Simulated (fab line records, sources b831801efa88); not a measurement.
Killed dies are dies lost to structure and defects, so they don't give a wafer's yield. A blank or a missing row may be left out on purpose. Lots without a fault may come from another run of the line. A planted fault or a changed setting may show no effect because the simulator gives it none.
fab line records | flow sky130
record lots=12 wafers=33 last_day=50
route steps=708 shown CONTACT@410 METAL1@435 VIA1@458 PAD_OPEN@708
lots that met no fault: from a run of the same line without faults
start_h: hours from the record's first day to the start of the lot's first wafer shown | wait_h: hours since the lot's step before | " the same as in the row above | L1.1+2: a row that stands for several wafers | - no value, or no start given | * or withheld: withheld | < > ~ a bound
route shown NAME@n: a module of which the file shows steps, and the number in the route of the first | usual: mean/standard deviation of fault-free wafers | same: alike in all rows | chamber/n: place in a boat | sites: the reading at each site | _std_site: their standard deviation | _edge_site: outer sites' mean less inner sites' | radius_mm: how far each site lies from the wafer's centre | mask NAME#n: copy n | behind: the tool/chamber that last shaped the wafer | hold: why the lot was held/for how many hours/how that ended | device: the transistor (n, p or np) that didn't switch | end of line: the same wafers' tests at the end of the route | a step without rows: its recipe alone | killed: dies lost to structure and defects at the first sort, not the wafer's yield | map: a wafer's dies, x killed, . not, _ none there
set.NAME: the setting as run; set.NAME@STEP: as run at that earlier step | model.NAME: the simulator's own value behind a step, which no gauge read
steps of the route over a sample of lots; a table a step, a row a wafer
services: from which hour (start_h, from the record's first day; less than 0 if before it) a tool's chamber was out of use, for how many hours, and why
## steps
# step SKY_CONTACT_CMP_04
# recipe material=SiO2 down_force_psi=4 platen_rpm=60 pad_velocity_m_s=0.94248
# usual motor_current_A=12.0/0.91 time_to_endpoint_s=84/5.2
# columns lot.wafer tool chamber start_h wait_h motor_current_A time_to_endpoint_s
L182.3 cmp-01 1 748.02 0.0 10.8 88
L182.5 " 1 " " 10.8 85
L182.6 " 2 " " 12.1 88
L183.4 cmp-01 2 754.11 0.0 13.1 83
L183.1 " 0 " " 12.5 80
L183.5 " 2 " " 12.6 79
L181.3 cmp-01 1 754.46 0.2 10.3 87
L181.1 " 2 " " 12.5 87
L181.5 " 1 " " 11.3 89
L184.2 cmp-02 2 757.78 0.0 11.5 78
L184.4 " 0 " " 12.9 81
L184.1 " 1 " " 12.8 73
L187.3 cmp-02 1 765.83 0.0 12.3 77
L187.6 " 1 " " 12.3 79
L187.5 " 2 " " 11.5 80
L190.2 cmp-02 1 791.03 0.1 13.2 73
L190.5 " 1 " " 12.1 75
L192.3 cmp-02 3 799.89 0.1 12.7 76
L194.3 cmp-02 1 815.82 0.1 12.7 78
L194.4 " 2 " " 11.9 82
L194.6 " 0 " " 12.0 79
L195.2 cmp-01 3 821.72 0.0 9.8 92
L195.3 " 0 " " 12.1 89
L195.6 " 0 " " 12.7 91
L196.3 cmp-02 1 830.35 0.0 12.4 75
L196.2 " 3 " " 12.7 82
L196.1 " 0 " " 12.2 78
L198.4 cmp-02 3 845.03 0.0 13.1 84
L198.1 " 0 " " 12.5 81
L198.3 " 2 " " 12.0 83
L202.4 cmp-02 0 877.73 0.0 12.5 90
L202.6 " 0 " " 12.6 89
L202.5 " 1 " " 12.6 79
# step SKY_METAL1_SPUTTER_01
# recipe material=TiN target_thk_nm=20 power_w=6500 time_s=16.7 chamber_pressure_pa=0.4
# usual chamber_pressure_pa=0.4001/0.00087 throttle_valve_pct=30.3/1.2
# columns lot.wafer tool chamber start_h wait_h chamber_pressure_pa throttle_valve_pct
L182.3 pvd_sputter-04 - 776.11 0.0 0.4002 28.6
L182.5 " - " " 0.3989 31.9
L182.6 " - " " 0.4005 31.0
L183.1 pvd_sputter-01 - 783.34 0.0 0.3979 30.9
L183.4 " - " " 0.3999 31.8
L183.5 " - " " 0.4002 31.8
L181.1 pvd_sputter-04 - 783.51 0.0 0.4004 31.6
L181.3 " - " " 0.4001 28.3
L181.5 " - " " 0.3996 28.6
L184.1 pvd_sputter-04 - 785.97 0.0 0.3995 31.7
L184.2 " - " " 0.4003 28.5
L184.4 " - " " 0.3995 28.6
L187.3 pvd_sputter-01 - 794.19 0.0 0.4010 31.7
L187.5 " - " " 0.3994 31.6
L187.6 " - " " 0.3995 29.6
L190.2 pvd_sputter-01 - 819.51 0.0 0.3991 31.1
L190.5 " - " " 0.3997 30.4
L192.3 pvd_sputter-01 - 828.25 0.0 0.4009 31.8
L194.3 pvd_sputter-02 - 844.56 0.0 0.4013 30.4
L194.4 " - " " 0.4010 29.4
L194.6 " - " " 0.3997 30.9
L195.2 pvd_sputter-02 - 849.59 0.0 0.3993 31.3
L195.3 " - " " 0.3999 29.4
L195.6 " - " " 0.3998 31.2
L196.1 pvd_sputter-04 - 858.05 0.0 0.3998 31.0
L196.2 " - " " 0.4008 28.4
L196.3 " - " " 0.4006 28.6
L198.1 pvd_sputter-04 - 873.51 0.0 0.3978 32.0
L198.3 " - " " 0.3986 28.6
L198.4 " - " " 0.4002 28.5
L202.4 pvd_sputter-02 - 904.95 0.0 0.4011 29.4
L202.5 " - " " 0.3999 31.3
L202.6 " - " " 0.3990 30.6
# step SKY_METAL1_SPUTTER_03
# recipe material=Ti target_thk_nm=5 power_w=3000 time_s=3.3 chamber_pressure_pa=0.4
# usual chamber_pressure_pa=0.3999/0.00067 throttle_valve_pct=30.3/1.2
# columns lot.wafer tool chamber start_h wait_h chamber_pressure_pa throttle_valve_pct
L182.3 pvd_sputter-04 - 776.16 0.0 0.4004 28.6
L182.5 " - " " 0.3989 31.8
L182.6 " - " " 0.4013 30.8
L183.1 pvd_sputter-01 - 783.39 0.0 0.3997 30.8
L183.4 " - " " 0.4005 32.1
L183.5 " - " " 0.4003 31.7
L181.1 pvd_sputter-04 - 783.56 0.0 0.4009 31.6
L181.3 " - " " 0.4001 28.4
L181.5 " - " " 0.4000 28.6
L184.1 pvd_sputter-04 - 786.02 0.0 0.4014 31.7
L184.2 " - " " 0.3996 28.8
L184.4 " - " " 0.3995 28.4
L187.3 pvd_sputter-01 - 794.24 0.0 0.3992 32.0
L187.5 " - " " 0.3990 31.8
L187.6 " - " " 0.3991 29.6
L190.2 pvd_sputter-01 - 819.56 0.0 0.4004 30.9
L190.5 " - " " 0.3985 30.4
L192.3 pvd_sputter-01 - 828.30 0.0 0.3992 31.8
L194.3 pvd_sputter-02 - 844.61 0.0 0.3993 30.6
L194.4 " - " " 0.3994 29.1
L194.6 " - " " 0.4001 30.6
L195.2 pvd_sputter-02 - 849.64 0.0 0.4004 31.2
L195.3 " - " " 0.3994 29.5
L195.6 " - " " 0.4006 31.2
L196.1 pvd_sputter-04 - 858.10 0.0 0.4005 30.9
L196.2 " - " " 0.3993 28.7
L196.3 " - " " 0.4007 28.6
L198.1 pvd_sputter-04 - 873.56 0.0 0.4007 31.9
L198.3 " - " " 0.4005 28.6
L198.4 " - " " 0.4005 28.4
L202.4 pvd_sputter-02 - 905.00 0.0 0.3999 29.2
L202.5 " - " " 0.3996 31.0
L202.6 " - " " 0.3990 30.5
# step SKY_VIA1_HDPCVD_00
# recipe material=SiO2 target_thk_nm=1030 sigma_open_frac=0.3 time_s=171.7 temp_c=400 sih4_flow_sccm=60 pressure_mtorr=6
# usual sih4_flow_sccm=60.00/0.17
# columns lot.wafer tool chamber start_h wait_h sih4_flow_sccm
L182.3 hdpcvd-02 2 804.10 0.0 59.96
L182.5 " 0 " " 59.91
L182.6 " 2 " " 59.88
L183.1 hdpcvd-02 2 810.96 0.0 60.09
L183.4 " 1 " " 59.99
L183.5 " 2 " " 60.27
L181.1 hdpcvd-01 1 811.63 0.0 59.71
L181.3 " 0 " " 60.05
L181.5 " 0 " " 59.92
L184.1 hdpcvd-01 0 814.02 0.0 59.81
L184.2 " 2 " " 59.93
L184.4 " 1 " " 60.04
L187.3 hdpcvd-02 0 821.93 0.0 60.00
L187.5 " 1 " " 60.00
L187.6 " 0 " " 60.06
L190.2 hdpcvd-02 2 845.80 0.0 59.69
L190.5 " 0 " " 51.03
L192.3 hdpcvd-02 0 855.89 0.0 50.85
L194.3 hdpcvd-01 2 871.13 0.0 59.78
L194.4 " 2 " " 59.90
L194.6 " 0 " " 60.03
L195.2 hdpcvd-01 0 876.02 0.0 59.76
L195.3 " 1 " " 60.01
L195.6 " 2 " " 59.96
L196.1 hdpcvd-01 1 885.51 0.0 60.07
L196.2 " 0 " " 60.42
L196.3 " 2 " " 60.17
L198.1 hdpcvd-01 1 899.85 0.0 60.16
L198.3 " 0 " " 60.19
L198.4 " 2 " " 60.05
L202.4 hdpcvd-01 0 930.97 0.1 60.13
L202.5 " 0 " " 60.18
L202.6 " 1 " " 60.03
# step SKY_VIA1_THK_MEAS_01
# recipe reads=SiO2_of_VIA1_HDPCVD_00
# usual VIA1_HDPCVD_THK=1033/9.3
# columns lot.wafer tool chamber start_h wait_h VIA1_HDPCVD_THK[nm]
L182.3 film_metro-01 - 804.23 0.1 1037
L182.5 " - " " 1045
L182.6 " - " " 1031
L183.1 film_metro-01 - 811.07 0.1 1038
L183.4 " - " " 1030
L183.5 " - " " 1025
L181.1 film_metro-04 - 811.74 0.1 1010
L181.3 " - " " 1031
L181.5 " - " " 1021
L184.1 film_metro-02 - 814.13 0.1 1028
L184.2 " - " " 1036
L184.4 " - " " 1034
L187.3 film_metro-02 - 822.06 0.1 1046
L187.5 " - " " 1038
L187.6 " - " " 1059
L190.2 film_metro-02 - 845.92 0.1 1028
L190.5 " - " " 887
L192.3 film_metro-04 - 856.02 0.1 886
L194.3 film_metro-01 - 871.26 0.1 1035
L194.4 " - " " 1040
L194.6 " - " " 1033
L195.2 film_metro-04 - 876.14 0.1 1034
L195.3 " - " " 1033
L195.6 " - " " 1035
L196.1 film_metro-01 - 885.62 0.1 1043
L196.2 " - " " 1034
L196.3 " - " " 1044
L198.1 film_metro-02 - 900.00 0.1 1040
L198.3 " - " " 1043
L198.4 " - " " 1039
L202.4 film_metro-01 - 931.11 0.1 1026
L202.5 " - " " 1043
L202.6 " - " " 1039
# step SKY_PAD_OPEN_PROBE_99
# usual defect_limited_yield=82.2/1.9 killed_at_M0_to_M3=44/6.7 killed_at_M4_up=3.1/1.8 killed_at_contacts=24/5.1 killed_at_front_end=16/4.7 killed_at_other=0.3/0.59 killed_dies=88/9.6 killed_open=48/7.3 killed_short=39/6.5 sort_bin_3_pad_short=0.9/0.43 sort_bin_5_function=10.6/1.6 sort_bin_6_memory=6.3/1.1 sort_n_pass=404/9.6 sort_yield_pct=82.2/1.9
# same gross_dies=492 killed_at_back_side=0 sort_bin_4_leakage[%]=0 sort_bin_8_speed[%]=0
# columns lot.wafer tool chamber start_h wait_h defect_limited_yield[%] killed_at_M0_to_M3 killed_at_M4_up killed_at_contacts killed_at_front_end killed_at_other killed_dies killed_open killed_short sort_bin_3_pad_short[%] sort_bin_5_function[%] sort_bin_6_memory[%] sort_n_pass sort_yield_pct[%]
L182.3 prober-01 - 1106.04 0.2 81.5 51 4 19 14 3 91 42 49 1.2 10.2 7.1 401 81.5
L182.5 prober-01 - 1106.14 0.2 80.7 39 4 26 25 1 95 47 46 1.0 10.6 7.7 397 80.7
L182.6 prober-01 - 1106.19 0.2 80.3 44 5 28 20 0 97 53 44 1.4 12.0 6.3 395 80.3
L187.3 prober-02 - 1117.25 0.2 85.0 41 6 18 9 0 74 50 24 0.2 9.3 5.5 418 85.0
L187.5 prober-02 - 1117.35 0.2 82.7 36 5 26 18 0 85 46 39 1.0 8.9 7.3 407 82.7
L187.6 prober-02 - 1117.40 0.2 83.9 38 4 19 18 0 79 39 38 1.0 9.6 5.5 413 83.9
L190.5 prober-02 - 1140.05 0.2 80.5 53 2 31 10 0 96 56 40 0.4 12.8 6.3 396 80.5
# killed by level:class
L182.3 METAL1:geometric_particle:short=12 CONTACT:geometric_particle:open=11 VIA3:geometric_particle:open=7 METAL2:geometric_particle:short=7 METAL3:geometric_particle:short=7 VIA2:geometric_particle:open=5 POLY_GATE:geometric_particle:short=4 VIA3:geometric_particle:short=4
L182.5 CONTACT:geometric_particle:open=10 LI_CONTACT:geometric_particle:open=6 VIA1:geometric_particle:open=6 FIELD_ISO:geometric_particle:open=5 VIA2:geometric_particle:open=5 POLY_GATE:geometric_particle:short=5 METAL2:geometric_particle:short=5 POLY_GATE:geometric_particle:open=4
L182.6 METAL1:geometric_particle:short=9 LI_CONTACT:geometric_particle:open=9 CONTACT:geometric_particle:open=9 POLY_GATE:geometric_particle:open=7 VIA2:geometric_particle:open=7 CONTACT:geometric_particle:short=6 VIA1:geometric_particle:open=6 VIA3:geometric_particle:open=5
L187.3 VIA1:geometric_particle:open=12 LI_CONTACT:geometric_particle:open=9 VIA3:geometric_particle:open=9 VIA2:geometric_particle:open=7 LI_CONTACT:geometric_particle:short=5 VIA3:geometric_particle:short=5 FIELD_ISO:geometric_particle:open=4 VIA1:geometric_particle:short=4
L187.5 CONTACT:geometric_particle:open=10 METAL2:geometric_particle:short=8 LI_CONTACT:geometric_particle:open=7 FIELD_ISO:geometric_particle:open=6 LOCAL_INTERCONNECT:geometric_particle:short=6 VIA2:geometric_particle:open=6 FIELD_ISO:geometric_particle:short=5 VIA2:geometric_particle:short=5
L187.6 CONTACT:geometric_particle:open=9 VIA3:geometric_particle:open=6 FIELD_ISO:geometric_particle:short=5 CONTACT:geometric_particle:short=5 VIA1:geometric_particle:open=5 METAL2:geometric_particle:short=5 FIELD_ISO:geometric_particle:open=4 POLY_GATE:geometric_particle:open=4
L190.5 VIA1:geometric_particle:open=11 VIA2:geometric_particle:open=10 LI_CONTACT:geometric_particle:open=10 CONTACT:geometric_particle:open=10 METAL1:geometric_particle:short=10 METAL2:geometric_particle:short=5 VIA3:geometric_particle:short=5 VIA3:geometric_particle:open=5
## services
# columns tool chamber start_h hours kind
cmp-02 - 735.17 5.6 pm
pvd_sputter-02 - 735.36 1.2 repair
pvd_sputter-04 0 738.48 - consumable_replace:kit
pvd_sputter-04 0 738.48 18.0 scheduled_down
pvd_sputter-04 0 738.48 18.0 vent_cycle
pvd_sputter-01 2 739.32 - consumable_replace:kit
pvd_sputter-01 2 739.32 18.0 scheduled_down
cmp-02 - 744.44 4.0 pm
cmp-02 - 748.44 - consumable_replace:conditioner
cmp-02 - 748.44 - consumable_replace:pad
cmp-01 - 766.10 13.0 pm
hdpcvd-01 0 778.07 3.9 repair
pvd_sputter-02 - 783.15 2.0 repair
hdpcvd-01 0 783.21 22.8 repair
pvd_sputter-04 - 794.81 6.3 repair
pvd_sputter-04 - 799.01 3.4 repair
cmp-02 - 805.63 0.7 repair
hdpcvd-01 1 831.87 6.0 repair
pvd_sputter-01 - 849.05 0.9 repair
pvd_sputter-04 - 862.47 0.6 repair
hdpcvd-01 2 865.53 2.4 repair
cmp-01 - 912.37 4.0 pm
pvd_sputter-04 - 919.20 0.9 repair
hdpcvd-01 2 927.32 4.7 repair
## key
first_sign step=SKY_VIA1_HDPCVD_00 reading=sih4_flow_sccm direction=down sigmas=55 usual=60.00 struck=50.94
effect step=SKY_VIA1_THK_MEAS_01 reading=VIA1_HDPCVD_THK direction=down sigmas=16 usual=1033 struck=887
met_at SKY_VIA1_HDPCVD_00
struck_lots L190,L192
struck_wafers L190.5,L192.3
not_acting_at SKY_CONTACT_CMP_04,SKY_METAL1_SPUTTER_01,SKY_METAL1_SPUTTER_03
onset_between 821.93 845.80
fault kind=process_parameter_drift tool=hdpcvd-02 chamber=0 onset_h=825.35 steps=SKY_VIA1_HDPCVD_00 channel=sih4_flow_sccm offset=-9 shape=step acts_in=these_recipes_only stated=60
